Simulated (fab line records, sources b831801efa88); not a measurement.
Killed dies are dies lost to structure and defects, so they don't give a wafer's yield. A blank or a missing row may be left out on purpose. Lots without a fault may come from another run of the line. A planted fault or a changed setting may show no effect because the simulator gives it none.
Tool commonality check | flow gf180mcu | 14 lots, 48 wafers sampled

WHY IT WAS OPENED
At GF_PSD_RS_MEAS_14 the reading NSD_RS is flagged on 2 of 14 lots. Wafers without a fault read 46.12 ohm/sq, standard deviation 0.094.
Rule: a lot is flagged when every wafer of it that has a number lies more than 4 standard deviations from that mean, or none has a number. The other lots count as sound.

lot  | measured     | on            | NSD_RS (ohm/sq), wafer by wafer     | flag
L175 | day 14 07:13 | film_metro-03 | 46.20 46.23 46.12                   |
L176 | day 14 10:15 | film_metro-04 | 46.34 46.34 46.33                   |
L177 | day 14 23:25 | film_metro-02 | 46.23 46.12 46.19                   |
L179 | day 15 20:46 | film_metro-03 | 45.98 46.10 46.07                   |
L180 | day 16 04:04 | film_metro-03 | 46.09 46.14 46.11                   |
L181 | day 16 11:32 | film_metro-03 | 46.11 46.02 46.02                   |
L182 | day 16 19:15 | film_metro-02 | 46.21 45.98 46.11                   |
L183 | day 17 01:50 | film_metro-02 | 46.04 46.08 46.11                   |
L184 | day 17 07:09 | film_metro-03 | 46.03 46.05 46.09                   |
L186 | day 18 09:22 | film_metro-03 | 45.93 46.06 46.04                   |
L190 | day 19 13:55 | film_metro-03 | 46.09 45.97 46.07                   |
L191 | day 19 19:58 | film_metro-03 | 48.98 49.08 49.06 49.11 49.09 49.00 | FLAGGED
L193 | day 20 17:55 | film_metro-02 | 49.12 49.14 49.06 49.06 49.19 48.88 | FLAGGED
L194 | day 20 20:03 | film_metro-02 | 46.21 46.14 46.08                   |
The numbers of the flagged lots are 49.06 ohm/sq on average: +2.94 ohm/sq against the usual, or +31 standard deviations.

WHICH TOOL RAN EACH LOT
The record holds 1 process step before the reading, out of a route of 602 steps. In each cell: the tool, then ch and the chambers that the sampled wafers went through, then the start.
lot  | flag    | GF_PSD_RTA_13
L175 |         | rtp_anneal-01 ch 0, day 14 07:03
L176 |         | rtp_anneal-01 ch 0, day 14 10:07
L177 |         | rtp_anneal-02 ch 0, day 14 23:19
L179 |         | rtp_anneal-02 ch 0, day 15 20:40
L180 |         | rtp_anneal-02 ch 0, day 16 03:59
L181 |         | rtp_anneal-02 ch 0, day 16 11:26
L182 |         | rtp_anneal-01 ch 0, day 16 19:10
L183 |         | rtp_anneal-01 ch 0, day 17 01:45
L184 |         | rtp_anneal-02 ch 0, day 17 07:04
L186 |         | rtp_anneal-01 ch 0, day 18 09:16
L190 |         | rtp_anneal-01 ch 0, day 19 13:50
L191 | FLAGGED | rtp_anneal-02 ch 0, day 19 19:53
L193 | FLAGGED | rtp_anneal-02 ch 0, day 20 17:50
L194 |         | rtp_anneal-01 ch 0, day 20 19:58
What these steps do:
- GF_PSD_RTA_13: time 20 s.
- GF_PSD_RS_MEAS_14: measures by four-point-probe.

FLAGGED OVER TOTAL, TOOL BY TOOL (the gauges that took the reading come last)
step              | tool          | lots run | flagged | share of the flagged lots | sound lots run after its first flagged lot
GF_PSD_RTA_13     | rtp_anneal-01 | 7        | 0       | none                      | -
GF_PSD_RTA_13     | rtp_anneal-02 | 7        | 2       | all                       | 0
GF_PSD_RS_MEAS_14 | film_metro-02 | 5        | 1       | some                      | 1 (L194)
GF_PSD_RS_MEAS_14 | film_metro-03 | 8        | 1       | some                      | 0
GF_PSD_RS_MEAS_14 | film_metro-04 | 1        | 0       | none                      | -

WHAT THE TABLE ALLOWS
1 row of the table ran every flagged lot: rtp_anneal-02 at GF_PSD_RTA_13.
- rtp_anneal-02 at GF_PSD_RTA_13: 2 of its 7 lots flagged. Its last sound lot is L184 (day 17 07:04), its first flagged lot L191 (day 19 19:53): a fault that began between those two fits. Its own readings lie more than 4 standard deviations out on every wafer of the flagged lots: wafer_temp_C_max.
One tool is left: rtp_anneal-02 at GF_PSD_RTA_13.

WHAT THE SIMULATOR HAD PUT IN
Process parameter drift: rtp_anneal-02, from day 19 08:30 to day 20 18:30, at GF_PSD_RTA_13. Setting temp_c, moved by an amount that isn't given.
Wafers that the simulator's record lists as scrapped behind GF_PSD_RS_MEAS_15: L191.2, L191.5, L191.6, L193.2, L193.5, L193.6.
Lots struck among those shown: L191, L193. The rule above found the same.
